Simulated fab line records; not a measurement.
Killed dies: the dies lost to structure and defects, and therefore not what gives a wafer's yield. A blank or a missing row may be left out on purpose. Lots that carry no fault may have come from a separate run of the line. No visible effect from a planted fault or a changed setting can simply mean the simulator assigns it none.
Code-filled problem report in 8D (eight disciplines) form | flow sky130 | the parts of the form that need people (team, actions taken, sign-off) are left out

== 1. PROBLEM STATEMENT ==
Mean of cd-nm at SKY_POLY_CUT_CD_MEAS_08: 262.2 nm across 3 wafers in 2 lots; on wafers with no fault it is 269.6 nm (standard deviation 1.2). That puts it -6.2 standard deviations away from the usual mean.
The step: target cd 270 nm.
Seen first at day 28 00:01 on cd-sem-01, wafer L443.6. The record has a number at this step for 40 wafers belonging to 14 lots. Rule for "out" (also "out of limits"): further than 4 standard deviations from the usual mean. All remaining wafers that have a number are taken as sound.

== 2. WHAT IT IS AND WHAT IT IS NOT ==
question                    | is                     | is not
which readings at this step | cd-nm                  | -
which lots                  | L443, L446             | L433, L434, L435, L436, L437, L439, L442, L452, L453, L454, L455, L456
which wafers of those lots  | L443.6, L446.5, L446.6 | L443.3
read on which gauges        | cd-sem-01, cd-sem-02   | -
when                        | from day 28 00:01      | up to then (22 sound wafers); but 15 sound wafers of L452, L453, L454, L455, L456 came after

== 3. THE SUSPECTS, EACH WITH WHAT RULES IT OUT ==
Counting: if a tool at a process step up to the reading ran every lot that is out, it stays a suspect. Sound lots after the first of them don't rule it out here, since some wafers of a struck lot are sound.
- the gauge at SKY_POLY_CUT_CD_MEAS_08 is ruled out. 2 gauges (cd-sem-01, cd-sem-02) read the wafers that are out.
- krf-scanner-02 at SKY_POLY_CUT_EXPOSE_05 (exposes mask NPCM, target cd 270 nm): kept. Ran every lot that is out, first one L443 (day 27 09:23); last sound lot up to then L437 (day 24 19:24).
Left after counting: krf-scanner-02 at SKY_POLY_CUT_EXPOSE_05.

== 4. THE CAUSE (what the simulator had put in) ==
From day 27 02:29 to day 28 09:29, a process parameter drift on krf-scanner-02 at SKY_POLY_CUT_EXPOSE_05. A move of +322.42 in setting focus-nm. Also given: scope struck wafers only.
Counting left only this tool.

== 5. THE CHAIN OF EFFECTS, in route order ==
Each row: a reading where the mean over the struck wafers with a number is more than 3 standard deviations away from the usual. Readings are gone through only where the record gives a usual standard deviation; hours: the median, over the lots, of the time from a lot's start at the first step in this table giving one to that lot's start at this step; sigmas: the change measured in usual standard deviations.
hours | step                    | reading | usual    | on struck wafers | change | sigmas
0     | SKY_POLY_CUT_CD_MEAS_08 | cd-nm   | 269.6 nm | 262.2            | -7.4   | -6.2
Later steps that measure or inspect, where all struck wafers having a row at the step show a number for every such reading and not one has moved that far: SKY_POLY_CUT_OVL_MEAS_09.

== 6. HOW IT WOULD HAVE BEEN CAUGHT EARLIER ==
Counted from the fault's start at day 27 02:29, it took 22 hours until the first out-of-limits reading at a measuring or inspecting step in this record, taken at day 28 00:01.
An alarm limit of 4 standard deviations would not have fired on the tool readings at SKY_POLY_CUT_EXPOSE_05 for which the record gives a usual standard deviation, since none of them was out on any struck wafer.
L446, from the lots that are out (2), started SKY_POLY_CUT_EXPOSE_05 on krf-scanner-02 later than day 28 00:01. Putting the tool on hold at that point would have spared it.
